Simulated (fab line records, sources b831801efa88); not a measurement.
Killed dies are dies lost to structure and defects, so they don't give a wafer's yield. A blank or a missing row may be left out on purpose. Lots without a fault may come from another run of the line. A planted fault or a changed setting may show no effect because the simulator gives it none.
fab line records | flow sky130
record lots=6 wafers=18 last_day=50
route steps=708 shown NWELL@82 PWDE@84 VT_ADJUST_HVTP@85 VT_ADJUST_LVTN@97 PAD_OPEN@708
lots that met no fault: from a run of the same line without faults
start_h: hours from the record's first day to the start of the lot's first wafer shown | wait_h: hours since the lot's step before | " the same as in the row above | L1.1+2: a row that stands for several wafers | - no value, or no start given | * or withheld: withheld | < > ~ a bound
route shown NAME@n: a module of which the file shows steps, and the number in the route of the first | usual: mean/standard deviation of fault-free wafers | same: alike in all rows | chamber/n: place in a boat | sites: the reading at each site | _std_site: their standard deviation | _edge_site: outer sites' mean less inner sites' | radius_mm: how far each site lies from the wafer's centre | mask NAME#n: copy n | behind: the tool/chamber that last shaped the wafer | hold: why the lot was held/for how many hours/how that ended | device: the transistor (n, p or np) that didn't switch | end of line: the same wafers' tests at the end of the route | a step without rows: its recipe alone | killed: dies lost to structure and defects at the first sort, not the wafer's yield | map: a wafer's dies, x killed, . not, _ none there
set.NAME: the setting as run; set.NAME@STEP: as run at that earlier step | model.NAME: the simulator's own value behind a step, which no gauge read
lots at some steps of the route; a table a step, a row a wafer
services: from which hour (start_h, from the record's first day; less than 0 if before it) a tool's chamber was out of use, for how many hours, and why
## steps
# step SKY_NWELL_RS_MEAS_29
# recipe thk_meas_gauge=four-point-probe
# usual NWELL_RS=625.2/1.5
# columns lot.wafer tool chamber start_h wait_h NWELL_RS[ohm/sq]
L930.4 film_metro-04 - 121.02 0.1 625.8
L930.5 " - " " 625.5
L930.6 " - " " 624.3
L933.1 film_metro-02 - 135.93 0.1 624.9
L933.2 " - " " 623.1
L933.3 " - " " 624.6
L932.1 film_metro-01 - 136.88 0.1 626.4
L932.5 " - " " 625.8
L932.6 " - " " 626.0
L946.2 film_metro-04 - 212.77 0.1 624.2
L946.3 " - " " 623.3
L946.5 " - " " 623.6
L948.1 film_metro-04 - 224.30 0.1 625.5
L948.3 " - " " 623.7
L948.4 " - " " 625.2
L951.2 film_metro-01 - 245.67 0.1 624.8
L951.3 " - " " 623.9
L951.4 " - " " 626.6
# step SKY_NWELL_RS_MEAS_31
# recipe thk_meas_gauge=four-point-probe
# usual PWDE_RS=5279/17
# columns lot.wafer tool chamber start_h wait_h PWDE_RS[ohm/sq]
L930.4 film_metro-04 - 121.26 0.1 5300
L930.5 " - " " 5295
L930.6 " - " " 5314
L933.1 film_metro-02 - 136.17 0.1 5267
L933.2 " - " " 5262
L933.3 " - " " 5285
L932.1 film_metro-01 - 137.12 0.1 5297
L932.5 " - " " 5307
L932.6 " - " " 5306
L946.2 film_metro-04 - 213.01 0.1 5281
L946.3 " - " " 5288
L946.5 " - " " 5280
L948.1 film_metro-04 - 224.54 0.1 5281
L948.3 " - " " 5288
L948.4 " - " " 5277
L951.2 film_metro-01 - 245.91 0.1 5284
L951.3 " - " " 5257
L951.4 " - " " 5284
# step SKY_VT_ADJUST_HVTP_DEHYDRATE_00
# recipe temp_c=200 time_s=60
# step SKY_VT_ADJUST_HVTP_HMDS_01
# recipe prime_time_s=60 prime_temp_c=120
# step SKY_VT_ADJUST_HVTP_COAT_02
# recipe resist=NOVOLAK spin_rpm=3000 resist_thk_nm=1140
# step SKY_VT_ADJUST_HVTP_SOFTBAKE_03
# recipe temp_c=90 time_s=60 resist=NOVOLAK
# step SKY_VT_ADJUST_HVTP_EXPOSE_04
# recipe mask_id=HVTPM na=0.6 source_shape=conventional sigma_outer=0.6 polarization=unpolarized target_cd_nm=380 dose_mj=140
# step SKY_VT_ADJUST_HVTP_PEB_05
# recipe temp_c=withheld time_s=* resist=NOVOLAK
# step SKY_VT_ADJUST_HVTP_DEVELOP_06
# recipe resist=NOVOLAK developer=TMAH develop_time_s=60 dev_temp_c=23
# step SKY_VT_ADJUST_HVTP_CD_MEAS_07
# recipe target_cd_nm=380
# usual cd_nm=379.6/2.5
# columns lot.wafer tool chamber start_h wait_h cd_nm
L930.4 cd_sem-02 - 140.17 0.1 376.0
L930.5 " - " " 376.8
L930.6 " - " " 376.3
L933.1 cd_sem-01 - 155.11 0.1 380.6
L933.2 " - " " 382.5
L933.3 " - " " 385.4
L932.1 cd_sem-02 - 156.40 0.1 381.4
L932.5 " - " " 382.0
L932.6 " - " " 382.9
L946.2 cd_sem-01 - 235.02 0.1 383.7
L946.3 " - " " 383.3
L946.5 " - " " 381.2
L948.1 cd_sem-01 - 246.91 0.1 378.1
L948.3 " - " " 379.1
L948.4 " - " " 379.9
L951.2 cd_sem-01 - 269.48 0.1 378.8
L951.3 " - " " 376.9
L951.4 " - " " 379.5
# step SKY_VT_ADJUST_HVTP_OVL_MEAS_08
# usual VT_ADJUST_HVTP_OVL=0.5/1.4
# columns lot.wafer tool chamber start_h wait_h VT_ADJUST_HVTP_OVL[nm]
L930.4 overlay-02 - 140.25 0.1 0.9
L930.5 " - " " -0.8
L930.6 " - " " -1.2
L933.1 overlay-02 - 155.23 0.1 3.2
L933.2 " - " " 2.5
L933.3 " - " " 0.7
L932.1 overlay-01 - 156.52 0.1 2.2
L932.5 " - " " 0.8
L932.6 " - " " 0.2
L946.2 overlay-01 - 235.13 0.1 -0.5
L946.3 " - " " -1.3
L946.5 " - " " -1.4
L948.1 overlay-02 - 247.03 0.1 -0.1
L948.3 " - " " 0.9
L948.4 " - " " -0.3
L951.2 overlay-01 - 269.59 0.1 2.8
L951.3 " - " " 0.5
L951.4 " - " " 2.0
# step SKY_VT_ADJUST_HVTP_IMPLANT_09
# recipe species=As energy_kev=150 dose_cm2=4.3e+12 tilt_deg=withheld
# usual beam_energy_keV=149.99/0.045
# columns lot.wafer tool chamber start_h wait_h beam_energy_keV model.implant.rp_nm model.implant.drp_nm
L930.4 implanter-02 0 140.35 0.1 150.01 83.53 33.4
L930.5 " 0 " " 150.02 83.53 33.4
L930.6 " 0 " " 150.07 83.53 33.4
L933.1 implanter-02 0 155.27 0.0 149.98 84.66 33.4
L933.2 " 0 " " 149.98 84.66 33.4
L933.3 " 0 " " 149.98 84.66 33.4
L932.1 implanter-03 0 156.56 0.0 149.90 85.98 33.4
L932.5 " 0 " " 149.94 85.98 33.4
L932.6 " 0 " " 149.97 85.98 33.4
L946.2 implanter-02 0 235.18 0.0 137.04 76.45 31.09
L946.3 " 0 " " 137.08 76.45 31.09
L946.5 " 0 " " 137.13 76.45 31.09
L948.1 implanter-02 0 247.07 0.0 137.11 76.98 31.09
L948.3 " 0 " " 137.06 76.98 31.09
L948.4 " 0 " " 137.10 76.98 31.09
L951.2 implanter-03 0 269.65 0.0 150.01 86.46 33.4
L951.3 " 0 " " 150.00 86.46 33.4
L951.4 " 0 " " 149.92 86.46 33.4
# step SKY_VT_ADJUST_HVTP_STRIP_10
# recipe chemistry=O2/N2 power_w=1400 pressure_mtorr=1500 platen_temp_c=withheld o2_flow_sccm=3000 n2_flow_sccm=300 overash_fraction=0.5
# usual drypump_motor_current_A=5.4/0.35 o2_flow_sccm=3001/8.4 oes_product_au=0.715/0.0048 strip_time_to_endpoint_s=14.20/0.051
# same overash_fraction=0.5
# columns lot.wafer tool chamber start_h wait_h drypump_motor_current_A o2_flow_sccm oes_product_au rf_hours_counter_h strip_time_to_endpoint_s
L930.4 plasma_asher-04 1 140.45 0.1 5.4 3014 0.716 - 14.24
L930.5 " 1 " " 5.4 3001 0.718 - 14.24
L930.6 " 0 " " 5.1 3003 0.713 - 14.22
L933.1 plasma_asher-04 0 155.42 0.1 5.1 2998 0.718 48 14.13
L933.2 " 1 " " 5.4 3003 0.704 48 14.14
L933.3 " 1 " " 5.4 2995 0.716 - 14.15
L932.1 plasma_asher-04 0 156.71 0.1 5.1 2993 0.721 48 14.17
L932.5 " 0 " " 5.1 3005 0.713 - 14.16
L932.6 " 1 " " 5.4 2992 0.722 - 14.16
L946.2 plasma_asher-02 0 235.31 0.1 6.0 2991 0.719 53 14.30
L946.3 " 0 " " 6.0 2982 0.715 - 14.29
L946.5 " 0 " " 6.0 2999 0.718 - 14.29
L948.1 plasma_asher-02 0 247.22 0.1 6.0 3004 0.722 54 14.15
L948.3 " 1 " " 5.3 3001 0.709 - 14.22
L948.4 " 0 " " 6.0 3012 0.714 - 14.12
L951.2 plasma_asher-01 0 269.77 0.1 5.5 2992 0.719 46 14.14
L951.3 " 0 " " 5.5 2993 0.716 - 14.10
L951.4 " 1 " " 4.9 3006 0.723 - 14.15
# step SKY_VT_ADJUST_HVTP_TW_MEAS_11
# usual VT_ADJUST_HVTP_TW=1363/6.1
# columns lot.wafer tool chamber start_h wait_h VT_ADJUST_HVTP_TW
L930.4 film_metro-04 - 140.55 0.1 1351
L930.5 " - " " 1361
L930.6 " - " " 1362
L933.1 film_metro-04 - 155.52 0.1 1371
L933.2 " - " " 1367
L933.3 " - " " 1370
L932.1 film_metro-04 - 156.81 0.1 1365
L932.5 " - " " 1369
L932.6 " - " " 1354
L946.2 film_metro-01 - 235.42 0.1 1338
L946.3 " - " " 1329
L946.5 " - " " 1332
L948.1 film_metro-01 - 247.32 0.1 1328
L948.3 " - " " 1333
L948.4 " - " " 1335
L951.2 film_metro-01 - 269.88 0.1 1356
L951.3 " - " " 1357
L951.4 " - " " 1363
# step SKY_VT_ADJUST_LVTN_DEHYDRATE_00
# recipe temp_c=200 time_s=60
# step SKY_PAD_OPEN_PROBE_99
# usual killed_at_M0_to_M3=43/6.9 killed_at_M4_up=3.1/1.8 killed_at_contacts=24/5.1 killed_at_front_end=15/4.8 killed_at_other=0.3/0.48 killed_dies=86/8.9 killed_open=47/6.8 killed_short=39/6.3
# same gross_dies=492 killed_at_back_side=0
# columns lot.wafer tool chamber start_h wait_h killed_at_M0_to_M3 killed_at_M4_up killed_at_contacts killed_at_front_end killed_at_other killed_dies killed_open killed_short model.etest.tip_p.rs_ohm_sq model.etest.pfet_01v8.r_on_ohm_um model.etest.pfet_01v8.drive_ua_um model.etest.pfet_01v8_mvt.drive_ua_um model.etest.pfet_01v8_hvt.drive_ua_um model.etest.sram_pfet_latch.drive_ua_um model.etest.pfet_01v8_mvt.off_log10_a_um model.etest.pfet_01v8.off_log10_a_um
L930.4 prober-02 - 1097.16 0.2 51 2 19 14 0 86 48 38 6888 2866 194.2 153.2 144 143.8 -10.83 -9.757
L930.5 prober-02 - 1097.21 0.2 46 5 26 12 0 89 55 34 6856 2923 190.6 150.9 142.2 135.9 -10.73 -9.86
L930.6 prober-02 - 1097.26 0.2 49 7 29 10 0 95 56 39 6865 2859 193.8 153.2 144.4 147.4 -10.7 -9.74
L933.1 prober-02 - 1108.07 0.1 40 5 23 11 2 81 35 46 6941 2921 190.9 149.7 142.7 139.3 -10.92 -9.751
L933.2 prober-02 - 1108.12 0.1 41 6 22 14 0 83 44 39 6907 2862 194.9 154 148.2 140.7 -10.78 -9.737
L933.3 prober-02 - 1108.17 0.2 46 3 18 10 0 77 39 38 6878 2863 196.6 151.2 146.1 140.8 -10.76 -9.715
L932.1 prober-01 - 1114.70 0.1 43 1 26 16 1 87 53 33 6888 2936 189.4 148.3 140.8 141.5 -10.36 -9.348
L932.5 prober-01 - 1114.90 0.2 51 0 18 17 1 87 53 33 6877 2908 192.1 150.5 143.9 142.5 -10.25 -9.154
L932.6 prober-01 - 1114.95 0.2 51 3 14 14 0 82 40 42 6880 2883 192.7 150.6 144.6 141.4 -10.35 -9.351
L946.2 prober-02 - 1176.32 0.1 42 4 24 12 0 82 41 41 7133 3053 179.1 140.8 133.3 131.1 -12.18 -11.42
L946.3 prober-02 - 1176.37 0.2 43 1 30 8 0 82 45 36 7173 3025 180.6 143.3 134.1 133.7 -11.98 -10.97
L946.5 prober-02 - 1176.47 0.2 46 3 25 7 1 82 46 35 7155 3118 174.1 137 128.6 126.8 -12.23 -11.56
L948.1 prober-02 - 1189.02 0.1 47 3 20 18 0 88 42 46 7218 3075 178.4 139.3 131.6 127.8 -12.18 -11.14
L948.3 prober-02 - 1189.12 0.2 58 5 24 13 0 100 60 39 7247 3057 179.3 140.4 130.7 130.6 -12.09 -11.03
L948.4 prober-02 - 1189.17 0.2 42 1 20 18 0 81 44 37 7177 3084 176.7 140.3 130.2 128.7 -12.06 -11.24
L951.2 prober-01 - 1197.95 0.1 49 1 26 18 0 94 44 50 6735 2883 194.7 154.8 145.3 148.5 -10.51 -9.579
L951.3 prober-01 - 1198.00 0.2 50 3 18 18 0 89 47 42 6796 2890 195.6 154.9 145.1 145.7 -10.32 -9.725
L951.4 prober-01 - 1198.05 0.2 35 5 25 17 0 82 42 39 6788 2803 199.3 157.7 148.6 150.5 -10.28 -9.436
# killed by level:class
L930.4 VIA1:geometric_particle:open=17 VIA3:geometric_particle:open=8 METAL2:geometric_particle:short=7 LI_CONTACT:geometric_particle:open=6 FIELD_ISO:geometric_particle:short=4 POLY_GATE:geometric_particle:open=4 LOCAL_INTERCONNECT:geometric_particle:short=4 CONTACT:geometric_particle:open=4
L930.5 CONTACT:geometric_particle:open=11 VIA3:geometric_particle:open=10 VIA1:geometric_particle:open=8 LI_CONTACT:geometric_particle:open=7 METAL1:geometric_particle:short=7 VIA2:geometric_particle:open=6 METAL4:geometric_particle:short=4 VIA1:geometric_particle:short=4
L930.6 VIA3:geometric_particle:open=10 VIA2:geometric_particle:open=9 LI_CONTACT:geometric_particle:open=8 VIA1:geometric_particle:open=8 CONTACT:geometric_particle:short=7 CONTACT:geometric_particle:open=7 METAL2:geometric_particle:short=5 METAL4:geometric_particle:short=5
L933.1 CONTACT:geometric_particle:open=8 METAL2:geometric_particle:short=7 VIA1:geometric_particle:open=7 METAL1:geometric_particle:short=6 VIA2:geometric_particle:open=6 METAL4:geometric_particle:short=5 LI_CONTACT:geometric_particle:open=5 FIELD_ISO:geometric_particle:short=4
L933.2 VIA1:geometric_particle:open=10 CONTACT:geometric_particle:open=6 METAL2:geometric_particle:short=6 VIA2:geometric_particle:open=6 FIELD_ISO:geometric_particle:open=5 LI_CONTACT:geometric_particle:short=5 LI_CONTACT:geometric_particle:open=5 LOCAL_INTERCONNECT:geometric_particle:short=4
L933.3 VIA1:geometric_particle:open=11 METAL1:geometric_particle:short=7 VIA1:geometric_particle:short=6 CONTACT:geometric_particle:open=5 FIELD_ISO:geometric_particle:open=5 LI_CONTACT:geometric_particle:open=5 CONTACT:geometric_particle:short=5 VIA3:geometric_particle:short=4
L932.1 CONTACT:geometric_particle:open=13 METAL2:geometric_particle:short=11 VIA1:geometric_particle:open=9 LI_CONTACT:geometric_particle:open=6 VIA2:geometric_particle:open=6 VIA3:geometric_particle:open=6 POLY_GATE:geometric_particle:short=4 POLY_GATE:geometric_particle:open=4
L932.5 VIA1:geometric_particle:open=10 METAL1:geometric_particle:short=8 VIA3:geometric_particle:open=8 LI_CONTACT:geometric_particle:open=7 VIA2:geometric_particle:open=7 CONTACT:geometric_particle:open=6 FIELD_ISO:geometric_particle:short=5 METAL2:geometric_particle:short=5
L932.6 VIA1:geometric_particle:open=7 CONTACT:geometric_particle:open=7 METAL1:geometric_particle:short=7 VIA1:geometric_particle:short=6 METAL2:geometric_particle:short=6 VIA2:geometric_particle:open=5 VIA3:geometric_particle:open=5 POLY_GATE:geometric_particle:short=4
L946.2 CONTACT:geometric_particle:open=9 VIA1:geometric_particle:open=7 VIA1:geometric_particle:short=7 VIA2:geometric_particle:open=7 METAL1:geometric_particle:short=6 LI_CONTACT:geometric_particle:open=5 CONTACT:geometric_particle:short=4 VIA3:geometric_particle:short=4
L946.3 VIA1:geometric_particle:open=11 CONTACT:geometric_particle:open=10 CONTACT:geometric_particle:short=7 LI_CONTACT:geometric_particle:open=6 VIA1:geometric_particle:short=6 VIA3:geometric_particle:open=4 LI_CONTACT:geometric_particle:short=4 METAL2:geometric_particle:open=4
L946.5 CONTACT:geometric_particle:open=12 VIA1:geometric_particle:open=9 VIA1:geometric_particle:short=8 VIA2:geometric_particle:open=5 LI_CONTACT:geometric_particle:open=4 METAL3:geometric_particle:short=4 VIA3:geometric_particle:open=4 POLY_GATE:geometric_particle:open=3
L948.1 VIA1:geometric_particle:open=8 CONTACT:geometric_particle:open=8 FIELD_ISO:geometric_particle:short=7 VIA2:geometric_particle:open=6 METAL1:geometric_particle:short=6 VIA3:geometric_particle:open=6 VIA1:geometric_particle:short=5 FIELD_ISO:geometric_particle:open=4
L948.3 VIA1:geometric_particle:open=15 CONTACT:geometric_particle:open=12 METAL1:geometric_particle:short=10 VIA3:geometric_particle:open=6 LI_CONTACT:geometric_particle:open=5 METAL2:geometric_particle:short=5 VIA2:geometric_particle:open=5 FIELD_ISO:geometric_particle:open=4
L948.4 VIA1:geometric_particle:open=11 LOCAL_INTERCONNECT:geometric_particle:short=7 VIA2:geometric_particle:open=7 VIA3:geometric_particle:open=5 LI_CONTACT:geometric_particle:open=5 FIELD_ISO:geometric_particle:short=4 POLY_GATE:geometric_particle:short=4 CONTACT:geometric_particle:open=4
L951.2 METAL2:geometric_particle:short=11 VIA1:geometric_particle:open=8 LOCAL_INTERCONNECT:geometric_particle:short=7 METAL1:geometric_particle:short=6 CONTACT:geometric_particle:open=6 CONTACT:geometric_particle:short=5 VIA2:geometric_particle:open=5 VIA3:geometric_particle:open=5
L951.3 VIA1:geometric_particle:open=10 CONTACT:geometric_particle:open=8 METAL2:geometric_particle:short=8 METAL1:geometric_particle:short=7 METAL3:geometric_particle:short=6 FIELD_ISO:geometric_particle:open=5 VIA3:geometric_particle:open=5 VIA2:geometric_particle:open=5
L951.4 VIA1:geometric_particle:open=9 LI_CONTACT:geometric_particle:open=8 METAL2:geometric_particle:short=7 FIELD_ISO:geometric_particle:short=6 POLY_GATE:geometric_particle:short=6 CONTACT:geometric_particle:open=6 VIA2:geometric_particle:open=6 VIA3:geometric_particle:open=5
## services
# columns tool chamber start_h hours kind
plasma_asher-02 - 131.99 4.3 repair
implanter-02 - 133.31 4.5 pm
plasma_asher-04 - 178.44 7.0 repair
plasma_asher-04 - 206.04 1.6 repair
implanter-03 - 235.31 4.1 pm
## key
first_sign step=SKY_VT_ADJUST_HVTP_IMPLANT_09 reading=beam_energy_keV direction=down sigmas=99+ usual=* struck=*
effect step=SKY_VT_ADJUST_HVTP_TW_MEAS_11 reading=VT_ADJUST_HVTP_TW direction=down sigmas=4.9 usual=1363 struck=1333
model_effect step=SKY_VT_ADJUST_HVTP_IMPLANT_09 value=implant.rp_nm without=83.57 struck=76.71
model_effect step=SKY_PAD_OPEN_PROBE_99 value=etest.tip_p.rs_ohm_sq without=6905 struck=7184
met_at SKY_VT_ADJUST_HVTP_IMPLANT_09
struck_wafers L946.2,L946.3,L946.5,L948.1,L948.3,L948.4
tester_left_out L946,L948
onset_between 155.27 235.18
fault kind=process_parameter_drift tool=implanter-02 chamber=- onset_h=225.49 steps=SKY_VT_ADJUST_HVTP_IMPLANT_09 channel=energy_kev offset=* shape=step end_h=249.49 acts_in=* stated=*
# tester_left_out: of these lots the tester's yield and bins aren't shown, on N5 and GAA mostly nor the transistor test; their killed dies are dies lost to structure and defects alone, not to doping, threshold or leakage, so they don't give the yield
